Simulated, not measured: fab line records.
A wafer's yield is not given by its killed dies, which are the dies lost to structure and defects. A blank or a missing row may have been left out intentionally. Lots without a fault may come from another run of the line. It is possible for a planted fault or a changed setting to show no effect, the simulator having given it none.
Which tool was responsible? || flow gf180mcu || 11 lots, 33 wafers sampled, at 5 steps of a route of 602

## WHAT THE GAUGES READ, wafer by wafer
GF_HV_LDD_CD_MEAS_19: target cd 400 nm.
{"lot": "L354", "measured": "day 10 23:29", "on": "cd sem-01", "cd nm (nm)": "399.5 397.7 397.5"}
{"lot": "L355", "measured": "day 11 05:23", "on": "cd sem-01", "cd nm (nm)": "401.8 400.0 404.1"}
{"lot": "L358", "measured": "day 12 01:07", "on": "cd sem-01", "cd nm (nm)": "397.4 399.0 398.7"}
{"lot": "L359", "measured": "day 12 12:40", "on": "cd sem-02", "cd nm (nm)": "397.9 397.3 397.8"}
{"lot": "L362", "measured": "day 13 06:41", "on": "cd sem-01", "cd nm (nm)": "400.0 402.5 401.0"}
{"lot": "L364", "measured": "day 13 18:31", "on": "cd sem-01", "cd nm (nm)": "402.2 402.6 400.6"}
{"lot": "L369", "measured": "day 15 11:46", "on": "cd sem-01", "cd nm (nm)": "406.7 409.0 407.3"}
{"lot": "L370", "measured": "day 15 21:08", "on": "cd sem-01", "cd nm (nm)": "397.2 398.1 400.3"}
{"lot": "L372", "measured": "day 16 07:56", "on": "cd sem-01", "cd nm (nm)": "406.3 408.2 410.6"}
{"lot": "L374", "measured": "day 17 00:26", "on": "cd sem-01", "cd nm (nm)": "398.8 398.4 398.7"}
{"lot": "L376", "measured": "day 17 16:01", "on": "cd sem-01", "cd nm (nm)": "399.8 403.2 401.4"}

## TOOL THAT RAN EACH LOT (tool first, then ch and the chambers of the sampled wafers, then the start)
{"lot": "L354", "GF_DUAL_GATE_STRIP_13": "plasma asher-01 ch 0,1, day 8 07:22", "GF_POLY_GATE_ETCH_12": "rie diel-04 ch 0,1,2, day 9 08:21", "GF_HV_LDD_STRIP_10": "plasma asher-03 ch 0,1, day 10 05:09", "GF_HV_LDD_COAT_14": "litho track-02 ch 0, day 10 14:14"}
{"lot": "L355", "GF_DUAL_GATE_STRIP_13": "plasma asher-01 ch 0,1, day 8 15:01", "GF_POLY_GATE_ETCH_12": "rie diel-02 ch 0,3, day 9 15:28", "GF_HV_LDD_STRIP_10": "plasma asher-04 ch 0,1, day 10 11:17", "GF_HV_LDD_COAT_14": "litho track-02 ch 0, day 10 20:04"}
{"lot": "L358", "GF_DUAL_GATE_STRIP_13": "plasma asher-04 ch 0,1, day 9 12:31", "GF_POLY_GATE_ETCH_12": "rie diel-02 ch 0,2, day 10 09:31", "GF_HV_LDD_STRIP_10": "plasma asher-04 ch 0,1, day 11 05:58", "GF_HV_LDD_COAT_14": "litho track-01 ch 0, day 11 15:11"}
{"lot": "L359", "GF_DUAL_GATE_STRIP_13": "plasma asher-02 ch 0,1, day 9 22:44", "GF_POLY_GATE_ETCH_12": "rie diel-02 ch 0,2,3, day 10 19:53", "GF_HV_LDD_STRIP_10": "plasma asher-04 ch 0,1, day 11 17:03", "GF_HV_LDD_COAT_14": "litho track-01 ch 0, day 12 02:31"}
{"lot": "L362", "GF_DUAL_GATE_STRIP_13": "plasma asher-02 ch 0,1, day 10 15:34", "GF_POLY_GATE_ETCH_12": "rie diel-02 ch 1,2, day 11 12:27", "GF_HV_LDD_STRIP_10": "plasma asher-02 ch 1, day 12 11:41", "GF_HV_LDD_COAT_14": "litho track-02 ch 0, day 12 20:49"}
{"lot": "L364", "GF_DUAL_GATE_STRIP_13": "plasma asher-04 ch 0,1, day 11 01:40", "GF_POLY_GATE_ETCH_12": "rie diel-02 ch 0,2,3, day 12 01:06", "GF_HV_LDD_STRIP_10": "plasma asher-04 ch 0,1, day 12 22:34", "GF_HV_LDD_COAT_14": "litho track-02 ch 0, day 13 08:05"}
{"lot": "L369", "GF_DUAL_GATE_STRIP_13": "plasma asher-01 ch 0, day 12 15:40", "GF_POLY_GATE_ETCH_12": "rie diel-04 ch 0,1, day 13 15:56", "GF_HV_LDD_STRIP_10": "plasma asher-04 ch 0,1, day 14 14:53", "GF_HV_LDD_COAT_14": "litho track-02 ch 0, day 15 01:02"}
{"lot": "L370", "GF_DUAL_GATE_STRIP_13": "plasma asher-04 ch 0,1, day 13 01:43", "GF_POLY_GATE_ETCH_12": "rie diel-04 ch 0,2,3, day 14 00:55", "GF_HV_LDD_STRIP_10": "plasma asher-03 ch 0,1, day 14 23:29", "GF_HV_LDD_COAT_14": "litho track-03 ch 0, day 15 09:29"}
{"lot": "L372", "GF_DUAL_GATE_STRIP_13": "plasma asher-01 ch 0,1, day 13 10:20", "GF_POLY_GATE_ETCH_12": "rie diel-03 ch 0,1, day 14 10:25", "GF_HV_LDD_STRIP_10": "plasma asher-04 ch 0,1, day 15 09:27", "GF_HV_LDD_COAT_14": "litho track-02 ch 0, day 15 20:35"}
{"lot": "L374", "GF_DUAL_GATE_STRIP_13": "plasma asher-01 ch 0,1, day 14 02:48", "GF_POLY_GATE_ETCH_12": "rie diel-03 ch 0,1,3, day 15 02:19", "GF_HV_LDD_STRIP_10": "plasma asher-02 ch 0,1, day 16 01:58", "GF_HV_LDD_COAT_14": "litho track-03 ch 0, day 16 12:49"}
{"lot": "L376", "GF_DUAL_GATE_STRIP_13": "plasma asher-02 ch 0,1, day 14 15:37", "GF_POLY_GATE_ETCH_12": "rie diel-04 ch 0,1,2, day 15 16:36", "GF_HV_LDD_STRIP_10": "plasma asher-04 ch 0,1, day 16 17:17", "GF_HV_LDD_COAT_14": "litho track-01 ch 0, day 17 04:28"}
- GF_DUAL_GATE_STRIP_13: strips in O2/N2.
- GF_POLY_GATE_ETCH_12: etches BARC in N2/H2.
- GF_HV_LDD_STRIP_10: strips in O2/N2.
- GF_HV_LDD_COAT_14: resist thk 1000 nm.

## THE ANSWER, worked out from the rows above alone
Rule: usual is defined by the lots themselves. Put in order of their means at a reading, lots are off if they are a third of the lots or fewer, leave a main group of 4 or more, and stand apart from it by a gap of 3 or more times the standard deviation of the main group's means; of several such gaps the widest counts. The tables above print the reading to a certain number of digits; a main group whose means all agree to those digits is not used. A lot without any number at a reading at which 4 lots or more have one is off too. Any other lot the step has rows for is counted as sound.
Off, at GF_HV_LDD_CD_MEAS_19 on cd nm: L369, L372. Main group: mean 399.8 nm, sd 1.7.
A tool fits if, at a process step before that reading, it ran every lot that is off, and no sound lot after the first of them. The gauges at GF_HV_LDD_CD_MEAS_19 are tried like those tools. One fits: litho track-02 at GF_HV_LDD_COAT_14. Its last sound lot is L364 (day 13 08:05), its first lot that is off L369 (day 15 01:02): a fault that began between those two fits.

## WHAT WAS PUT IN BY THE SIMULATOR
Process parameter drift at GF_HV_LDD_COAT_14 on litho track-02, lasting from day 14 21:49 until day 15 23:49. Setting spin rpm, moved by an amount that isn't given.
Lots struck among those shown: L369, L372. The rule above found the same.
